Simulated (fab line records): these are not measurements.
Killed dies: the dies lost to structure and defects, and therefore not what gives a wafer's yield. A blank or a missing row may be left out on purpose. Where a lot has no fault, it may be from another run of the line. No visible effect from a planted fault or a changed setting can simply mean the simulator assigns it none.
What tool caused it?	flow gf180mcu	36 wafers from 12 lots sampled at 5 of the route's 602 steps

## WHAT THE GAUGES SHOWED, per wafer
GF_STI_THK_MEAS_22.
lot	measured	on	STI_OXIDATION_01_THK (nm)
L955	day 2 08:40	filmMetro-01	15.03 15.11 15.22
L956	day 2 13:59	filmMetro-04	14.59 14.53 14.53
L957	day 2 18:39	filmMetro-04	14.70 14.44 14.54
L958	day 3 00:32	filmMetro-01	14.74 14.83 14.78
L959	day 3 06:58	filmMetro-01	14.51 14.65 14.46
L967	day 4 22:07	filmMetro-04	15.20 15.19 15.39
L969	day 5 10:21	filmMetro-01	14.94 14.98 14.95
L970	day 5 13:35	filmMetro-04	14.69 14.36 14.62
L971	day 5 19:31	filmMetro-01	14.74 14.97 14.77
L972	day 6 00:49	filmMetro-04	14.79 14.79 14.81
L975	day 6 17:20	filmMetro-01	14.88 14.82 14.95
L977	day 7 03:23	filmMetro-04	15.06 15.15 15.12

GF_HV_LDD_RS_MEAS_53: the measuring method here is four-point-probe.
lot	measured	on	HV_LDD_RS (ohm/sq)
L955	day 12 16:41	filmMetro-02	418.3 417.5 418.6
L956	day 12 21:43	filmMetro-03	417.9 418.6 418.9
L957	day 13 14:46	filmMetro-03	423.3 422.3 422.9 423.3 422.1 423.7
L958	day 13 19:25	filmMetro-03	425.7 424.9 423.2 424.9 424.4 423.1
L959	day 14 01:16	filmMetro-04	419.2 418.0 419.0
L967	day 16 20:13	filmMetro-03	417.9 419.5 418.4
L969	day 17 18:46	filmMetro-02	417.5 418.2 419.0
L970	day 17 18:56	filmMetro-03	418.1 417.9 418.3
L971	day 18 06:10	filmMetro-03	419.2 418.7 418.6
L972	day 18 14:19	filmMetro-03	416.8 417.9 418.1
L975	day 19 12:20	filmMetro-03	419.0 418.5 417.7
L977	day 20 02:10	filmMetro-02	418.4 419.9 419.6

GF_CONTACT_RS_MEAS_25: the measuring method here is four-point-probe.
lot	measured	on	CONTACT_W_RS (ohm/sq)
L955	day 16 10:33	filmMetro-02	0.379 0.377 0.376
L956	day 16 17:36	filmMetro-03	0.389 0.388 0.385
L957	day 17 09:52	filmMetro-03	0.382 0.383 0.384
L958	day 17 16:51	filmMetro-02	0.389 0.390 0.393
L959	day 18 00:03	filmMetro-04	0.376 0.382 0.380
L967	day 21 01:01	filmMetro-04	0.379 0.380 0.380
L969	day 22 00:07	filmMetro-04	0.381 0.383 0.383
L970	day 22 00:29	filmMetro-04	0.375 0.379 0.377
L971	day 22 11:28	filmMetro-04	0.379 0.380 0.378
L972	day 22 20:14	filmMetro-04	0.379 0.382 0.384
L975	day 23 17:25	filmMetro-02	0.383 0.380 0.384
L977	day 24 05:23	filmMetro-03	0.389 0.381 0.383

## WHICH TOOL RAN EACH LOT (tool, then ch and the chambers of the sampled wafers, then the start)
lot	GF_HV_LDD_IMPLANT_09	GF_HV_LDD_CVD_54
L955	implanter-02 ch 0, day 10 07:01	lpcvd-02 ch 1, day 12 16:49
L956	implanter-02 ch 0, day 10 12:54	lpcvd-01 ch 0, day 12 21:50
L957	implanter-02 ch 0, day 11 02:25	lpcvd-01 ch 1, day 13 17:22
L958	implanter-02 ch 0, day 11 07:53	lpcvd-02 ch 0, day 14 10:55
L959	implanter-03 ch 0, day 11 12:53	lpcvd-02 ch 0, day 14 01:23
L967	implanter-03 ch 0, day 14 02:35	lpcvd-02 ch 1, day 16 20:18
L969	implanter-02 ch 0, day 14 22:28	lpcvd-01 ch 1, day 17 18:53
L970	implanter-03 ch 0, day 14 22:55	lpcvd-02 ch 0, day 17 19:34
L971	implanter-01 ch 0, day 15 08:14	lpcvd-02 ch 1, day 18 06:17
L972	implanter-02 ch 0, day 15 15:37	lpcvd-01 ch 1, day 18 14:25
L975	implanter-02 ch 0, day 16 12:07	lpcvd-02 ch 1, day 19 12:26
L977	implanter-02 ch 0, day 17 02:49	lpcvd-02 ch 0, day 20 02:17
- GF_HV_LDD_IMPLANT_09
- GF_HV_LDD_CVD_54: deposits SiO2 from TEOS, target thk 10 nm, time 75 s.

## AS READ BY THE TOOLS THEMSELVES (means over the sampled wafers that have a number; for cases with no such wafer, the mark the record gives instead)
GF_HV_LDD_IMPLANT_09.
lot	tool	beamOnS (s)	doseIonsCm2
L955	implanter-02	9.94	1e+14
L956	implanter-02	10.02	1e+14
L957	implanter-02	9.89	1e+14
L958	implanter-02	9.99	1e+14
L959	implanter-03	10.07	1e+14
L967	implanter-03	10.12	1e+14
L969	implanter-02	10.13	1e+14
L970	implanter-03	9.89	1e+14
L971	implanter-01	9.99	1e+14
L972	implanter-02	10.04	1e+14
L975	implanter-02	9.90	1e+14
L977	implanter-02	9.92	1e+14

GF_HV_LDD_CVD_54.
lot	tool	zonePowerUpperPct (%)
L955	lpcvd-02	10.1
L956	lpcvd-01	13.0
L957	lpcvd-01	10.6
L958	lpcvd-02	11.1
L959	lpcvd-02	11.0
L967	lpcvd-02	10.0
L969	lpcvd-01	10.4
L970	lpcvd-02	11.0
L971	lpcvd-02	10.0
L972	lpcvd-01	10.6
L975	lpcvd-02	10.1
L977	lpcvd-02	11.0

## THE ANSWER, worked out from the rows above alone
Rule: what is usual is taken from the lots themselves. The widest of any qualifying gaps counts: lots, ordered by their means at a reading, are off when they make up no more than a third of the lots, leave a main group of 4 or more, and stand apart from it by 3 or more times the standard deviation of that group's means. The tables above print the reading to a certain number of digits; a main group whose means all agree to those digits is not used. A lot without any number at a reading at which 4 lots or more have one is off too. All remaining lots with rows at the step are treated as sound. First the gauges in route order, then the tools' own readings, where a lot's mean is used as printed above. At the first step where some lot is off, the reading lying furthest off is the one used; lots without a number count as furthest.
Off: at GF_HV_LDD_RS_MEAS_53 (HV_LDD_RS), L957, L958. The main group: mean 418.4 ohm/sq, standard deviation 0.44.
If a tool, at a process step before that reading, ran all the lots that are off and no sound lot after the first of them, it fits. The gauges at GF_HV_LDD_RS_MEAS_53 are tried like those tools. Of those tried, none fits.

## WHAT WAS PUT IN BY THE SIMULATOR
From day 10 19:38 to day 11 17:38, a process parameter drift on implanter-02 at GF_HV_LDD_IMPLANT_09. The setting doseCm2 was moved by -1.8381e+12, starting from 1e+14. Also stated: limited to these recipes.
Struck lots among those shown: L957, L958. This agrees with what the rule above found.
